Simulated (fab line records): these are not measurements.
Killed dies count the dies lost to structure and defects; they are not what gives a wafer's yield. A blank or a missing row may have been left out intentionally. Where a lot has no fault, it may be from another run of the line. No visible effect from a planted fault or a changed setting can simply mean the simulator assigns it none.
What tool caused it? :: flow gf180mcu :: 7 lots with 20 wafers sampled at 2 steps, on a route of 602 steps

WHAT THE GAUGES READ, wafer by wafer
GF_POLY_GATE_CD_MEAS_10 targets a cd of 280 nm.
lot: L230
measured: day 10 01:34
on: cd_sem-01
cd_nm (nm): 280.7 279.2 278.6

lot: L232
measured: day 10 16:05
on: cd_sem-01
cd_nm (nm): 281.0 281.3 280.8

lot: L234
measured: day 11 06:14
on: cd_sem-01
cd_nm (nm): 280.6 280.2

lot: L237
measured: day 12 04:29
on: cd_sem-02
cd_nm (nm): 280.9 281.9 281.4

lot: L242
measured: day 13 17:38
on: cd_sem-02
cd_nm (nm): 292.3 294.1 293.7

lot: L246
measured: day 14 22:01
on: cd_sem-02
cd_nm (nm): 280.0 279.5 279.8

lot: L250
measured: day 16 08:27
on: cd_sem-02
cd_nm (nm): 279.1 279.1 279.9

WHAT TOOL EACH LOT RAN ON (gives the tool, then ch and the chambers of the sampled wafers, and finally the start)
lot: L230
GF_POLY_GATE_PEB_08: litho_track-04 ch 0, day 10 01:13

lot: L232
GF_POLY_GATE_PEB_08: litho_track-01 ch 0, day 10 15:46

lot: L234
GF_POLY_GATE_PEB_08: litho_track-01 ch 0, day 11 05:53

lot: L237
GF_POLY_GATE_PEB_08: litho_track-01 ch 0, day 12 04:10

lot: L242
GF_POLY_GATE_PEB_08: litho_track-01 ch 0, day 13 17:19

lot: L246
GF_POLY_GATE_PEB_08: litho_track-02 ch 0, day 14 21:40

lot: L250
GF_POLY_GATE_PEB_08: litho_track-04 ch 0, day 16 08:06
- GF_POLY_GATE_PEB_08: peb time 90 s.

THE ANSWER, worked out from the rows above alone
Rule: the lots themselves supply what counts as usual. The widest of any qualifying gaps counts: lots, ordered by their means at a reading, are off when they make up no more than a third of the lots, leave a main group of 4 or more, and stand apart from it by 3 or more times the standard deviation of that group's means. If all means in a main group match to the digits the tables above print for the reading, that group is not used. Also off: a lot with no number at a reading for which 4 or more lots have one. Where the step has rows for the other lots, those lots are counted as sound.
Off: L242, at GF_POLY_GATE_CD_MEAS_10 (cd_nm). The main group has a mean of 280.2 nm with a standard deviation of 0.77.
A tool fits if, at a process step before that reading, it ran every lot that is off, and no sound lot after the first of them. The gauges at GF_POLY_GATE_CD_MEAS_10 are tried like those tools. One fits: GF_POLY_GATE_PEB_08 on litho_track-01. A fault onset in the window from L237 (day 12 04:10, its last sound lot) to L242 (day 13 17:19, its first lot off) fits.

WHAT HAD BEEN PUT IN BY THE SIMULATOR
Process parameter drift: litho_track-01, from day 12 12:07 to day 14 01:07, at GF_POLY_GATE_PEB_08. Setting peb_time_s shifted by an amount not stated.
Lots struck among those shown: L242. The rule above found the same.
